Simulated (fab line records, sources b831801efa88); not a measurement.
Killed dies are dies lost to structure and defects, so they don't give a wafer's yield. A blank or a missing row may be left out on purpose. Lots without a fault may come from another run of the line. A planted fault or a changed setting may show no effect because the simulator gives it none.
fab line records | flow gf180mcu | part 2 of 2: steps 34 to 46 of 46
record lots=5 wafers=15 last_day=31
route steps=602 shown POLY_GATE@163 HV_LDD@176
lots that met no fault: from a run of the same line without faults
start_h: hours from the record's first day to the start of the lot's first wafer shown | wait_h: hours since the lot's step before | " the same as in the row above | L1.1+2: a row that stands for several wafers | - no value, or no start given | * or withheld: withheld | < > ~ a bound
route shown NAME@n: a module of which the file shows steps, and the number in the route of the first | usual: mean/standard deviation of fault-free wafers | same: alike in all rows | chamber/n: place in a boat | sites: the reading at each site | _std_site: their standard deviation | _edge_site: outer sites' mean less inner sites' | radius_mm: how far each site lies from the wafer's centre | mask NAME#n: copy n | behind: the tool/chamber that last shaped the wafer | hold: why the lot was held/for how many hours/how that ended | device: the transistor (n, p or np) that didn't switch | end of line: the same wafers' tests at the end of the route | a step without rows: its recipe alone | killed: dies lost to structure and defects at the first sort, not the wafer's yield | map: a wafer's dies, x killed, . not, _ none there
set.NAME: the setting as run; set.NAME@STEP: as run at that earlier step | model.NAME: the simulator's own value behind a step, which no gauge read
lots at some steps of the route; a table a step, a row a wafer
services: from which hour (start_h, from the record's first day; less than 0 if before it) a tool's chamber was out of use, for how many hours, and why
## steps
# step GF_HV_LDD_OVL_MEAS_20
# usual HV_LDD_01_OVL=-0.4/1.6
# columns lot.wafer tool chamber start_h wait_h HV_LDD_01_OVL[nm]
L077.1 overlay-02 - 255.43 0.1 0.5
L077.4 " - " " 0.2
L077.5 " - " " 0.6
L078.2 overlay-02 - 263.18 0.1 -1.3
L078.4 " - " " -2.3
L078.5 " - " " -0.8
L079.1 overlay-01 - 266.87 0.1 -1.1
L079.2 " - " " -2.2
L079.5 " - " " -3.0
L080.1 overlay-01 - 277.57 0.1 0.5
L080.2 " - " " -0.9
L080.3 " - " " -0.3
L084.2 overlay-01 - 305.73 0.1 1.4
L084.5 " - " " 0.1
L084.6 " - " " 0.3
# step GF_HV_LDD_IMPLANT_21
# recipe species=BF2 energy_kev=25 dose_cm2=5e+13 tilt_deg=7
# usual tilt_deg=7.000/0.019
# columns lot.wafer tool chamber start_h wait_h tilt_deg
L077.1 implanter-02 0 255.46 0.0 7.014
L077.4 " 0 " " 7.014
L077.5 " 0 " " 7.013
L078.2 implanter-04 0 263.24 0.0 7.000
L078.4 " 0 " " 6.974
L078.5 " 0 " " 7.011
L079.1 implanter-02 0 266.91 0.0 6.996
L079.2 " 0 " " 7.050
L079.5 " 0 " " 7.019
L080.1 implanter-04 0 277.61 0.0 6.966
L080.2 " 0 " " 6.997
L080.3 " 0 " " 6.978
L084.2 implanter-02 0 305.79 0.0 7.002
L084.5 " 0 " " 6.985
L084.6 " 0 " " 6.967
# step GF_HV_LDD_STRIP_22
# recipe chemistry=O2/N2 power_w=1400 pressure_mtorr=1500 platen_temp_c=250 o2_flow_sccm=3000 n2_flow_sccm=300 overash_fraction=0.5
# usual drypump_motor_current_A=5.9/0.41 heater_power_w=333/31 oes_product_au=0.716/0.0051 strip_time_to_endpoint_s=12.63/0.031
# columns lot.wafer tool chamber start_h wait_h drypump_motor_current_A heater_power_w oes_product_au rf_hours_counter_h strip_time_to_endpoint_s
L077.1 plasma_asher-03 1 255.61 0.1 5.9 338 0.712 57 12.63
L077.4 " 1 " " 5.9 336 0.719 - 12.62
L077.5 " 0 " " 6.5 307 0.709 - 12.63
L078.2 plasma_asher-02 1 263.36 0.1 5.9 380 0.714 16 12.69
L078.4 " 1 " " 5.9 376 0.717 - 12.68
L078.5 " 0 " " 5.4 291 0.711 - 12.64
L079.1 plasma_asher-02 0 267.06 0.1 5.4 292 0.711 16 12.62
L079.2 " 1 " " 5.9 389 0.712 16 12.60
L079.5 " 0 " " 5.4 303 0.713 - 12.61
L080.1 plasma_asher-02 1 277.76 0.1 5.8 378 0.716 17 12.67
L080.2 " 0 " " 5.4 299 0.722 17 12.61
L080.3 " 1 " " 5.8 384 0.715 - 12.66
L084.2 plasma_asher-03 0 305.91 0.1 6.5 315 0.714 63 12.58
L084.5 " 1 " " 5.9 333 0.716 - 12.60
L084.6 " 0 " " 6.5 310 0.713 - 12.60
# step GF_HV_LDD_TW_MEAS_23
# usual HV_LDD_2_TW=1063/6.5
# columns lot.wafer tool chamber start_h wait_h HV_LDD_2_TW
L077.1 film_metro-03 - 255.71 0.1 1058
L077.4 " - " " 1049
L077.5 " - " " 1060
L078.2 film_metro-04 - 263.47 0.1 1054
L078.4 " - " " 1053
L078.5 " - " " 1051
L079.1 film_metro-02 - 267.16 0.1 1061
L079.2 " - " " 1052
L079.5 " - " " 1060
L080.1 film_metro-02 - 277.86 0.1 1059
L080.2 " - " " 1060
L080.3 " - " " 1054
L084.2 film_metro-02 - 306.02 0.1 1062
L084.5 " - " " 1062
L084.6 " - " " 1065
# step GF_HV_LDD_DEHYDRATE_24
# recipe temp_c=200 time_s=60
# same time_s=60
# columns lot.wafer tool chamber start_h wait_h
L077.1+4+5 litho_track-01 0 264.60 8.9
L078.2+4+5 litho_track-04 0 272.48 9.0
L079.1+2+5 litho_track-04 0 276.26 9.1
L080.1+2+3 litho_track-02 0 287.00 9.1
L084.2+5+6 litho_track-02 0 316.28 10.2
# step GF_HV_LDD_HMDS_25
# recipe prime_time_s=60 prime_temp_c=120
# columns lot.wafer tool chamber start_h wait_h
L077.1+4+5 litho_track-01 0 264.75 0.1
L078.2+4+5 litho_track-04 0 272.63 0.1
L079.1+2+5 litho_track-04 0 276.41 0.1
L080.1+2+3 litho_track-02 0 287.15 0.1
L084.2+5+6 litho_track-02 0 316.43 0.1
# step GF_HV_LDD_COAT_26
# recipe resist=NOVOLAK spin_rpm=3000 resist_thk_nm=1000
# columns lot.wafer tool chamber start_h wait_h
L077.1+4+5 litho_track-01 0 264.90 0.1
L078.2+4+5 litho_track-04 0 272.78 0.1
L079.1+2+5 litho_track-04 0 276.56 0.1
L080.1+2+3 litho_track-02 0 287.30 0.1
L084.2+5+6 litho_track-02 0 316.58 0.1
# step GF_HV_LDD_SOFTBAKE_27
# recipe temp_c=90 time_s=60 resist=NOVOLAK
# same time_s=60
# columns lot.wafer tool chamber start_h wait_h
L077.1+4+5 litho_track-01 0 265.05 0.1
L078.2+4+5 litho_track-04 0 272.93 0.1
L079.1+2+5 litho_track-04 0 276.71 0.1
L080.1+2+3 litho_track-02 0 287.45 0.1
L084.2+5+6 litho_track-02 0 316.73 0.1
# step GF_HV_LDD_EXPOSE_28
# recipe mask_id=Nplus_HV_AREA target_cd_nm=400 na=0.6 source_shape=conventional sigma_outer=0.6 dose_mj=140
# columns lot.wafer tool chamber start_h wait_h mask
L077.1+4+5 iline_stepper-02 0 - - Nplus_HV_AREA#0
L078.2+4+5 iline_stepper-02 0 - - Nplus_HV_AREA#0
L079.1+2+5 iline_stepper-01 0 - - Nplus_HV_AREA#0
L080.1+2+3 iline_stepper-02 0 - - Nplus_HV_AREA#0
L084.2+5+6 iline_stepper-01 0 - - Nplus_HV_AREA#0
# step GF_HV_LDD_PEB_29
# recipe temp_c=withheld time_s=* resist=NOVOLAK
# same time_s=*
# columns lot.wafer tool chamber start_h wait_h
L077.1+4+5 litho_track-02 0 - -
L078.2+4+5 litho_track-01 0 - -
L079.1+2+5 litho_track-04 0 - -
L080.1+2+3 litho_track-04 0 - -
L084.2+5+6 litho_track-02 0 - -
# step GF_HV_LDD_DEVELOP_30
# recipe develop_time_s=60 dev_temp_c=23
# columns lot.wafer tool chamber start_h wait_h
L077.1+4+5 litho_track-02 0 275.05 0.1
L078.2+4+5 litho_track-01 0 282.52 0.1
L079.1+2+5 litho_track-04 0 286.16 0.1
L080.1+2+3 litho_track-04 0 297.81 0.1
L084.2+5+6 litho_track-02 0 326.98 0.1
# step GF_HV_LDD_CD_MEAS_31
# recipe target_cd_nm=400
# usual cd_nm=400.4/2.2
# columns lot.wafer tool chamber start_h wait_h cd_nm
L077.1 cd_sem-02 - 275.20 0.1 401.5
L077.4 " - " " 404.3
L077.5 " - " " 403.0
L078.2 cd_sem-01 - 282.67 0.1 402.3
L078.4 " - " " 402.2
L078.5 " - " " 402.9
L079.1 cd_sem-02 - 286.31 0.1 400.9
L079.2 " - " " 401.6
L079.5 " - " " 401.2
L080.1 cd_sem-02 - 297.96 0.1 400.3
L080.2 " - " " 400.6
L080.3 " - " " 399.9
L084.2 cd_sem-01 - 327.12 0.1 401.0
L084.5 " - " " 400.3
L084.6 " - " " 399.0
# step GF_HV_LDD_OVL_MEAS_32
# usual HV_LDD_02_OVL=-0.6/1.3
# columns lot.wafer tool chamber start_h wait_h HV_LDD_02_OVL[nm]
L077.1 overlay-02 - 275.32 0.1 0.9
L077.4 " - " " -0.2
L077.5 " - " " -0.3
L078.2 overlay-02 - 282.78 0.1 -0.4
L078.4 " - " " -1.3
L078.5 " - " " -0.2
L079.1 overlay-02 - 286.43 0.1 -0.1
L079.2 " - " " 0.1
L079.5 " - " " -0.7
L080.1 overlay-02 - 298.08 0.1 -0.8
L080.2 " - " " 2.2
L080.3 " - " " -2.5
L084.2 overlay-01 - 327.23 0.1 -3.2
L084.5 " - " " -2.2
L084.6 " - " " -1.0
## services
# columns tool chamber start_h hours kind
rie_diel-02 3 189.06 6.4 repair
krf_scanner-01 - 190.64 1.0 pm
plasma_asher-04 - 197.43 1.0 repair
krf_scanner-01 - 216.07 0.8 repair
implanter-04 - 217.10 4.3 repair
plasma_asher-04 - 234.67 5.8 pm
rie_diel-01 1 238.46 1.7 repair
iline_stepper-01 - 239.96 2.1 pm
furnace-02 - 242.99 4.3 pm
rie_si-02 1 244.59 7.3 repair
krf_scanner-01 - 245.95 1.3 pm
implanter-02 - 246.29 2.4 repair
implanter-02 - 250.39 2.6 pm
krf_scanner-01 - 253.41 0.3 repair
plasma_asher-02 - 254.23 2.9 repair
rie_diel-01 2 255.48 6.4 repair
rie_diel-02 2 260.06 2.5 repair
iline_stepper-01 - 260.83 1.7 pm
krf_scanner-01 - 268.35 0.8 pm
krf_scanner-01 - 283.99 1.3 repair
furnace-02 - 286.51 5.0 pm
furnace-02 - 305.30 10.9 pm
rie_si-02 1 305.34 1.9 repair
iline_stepper-01 - 306.82 8.9 pm
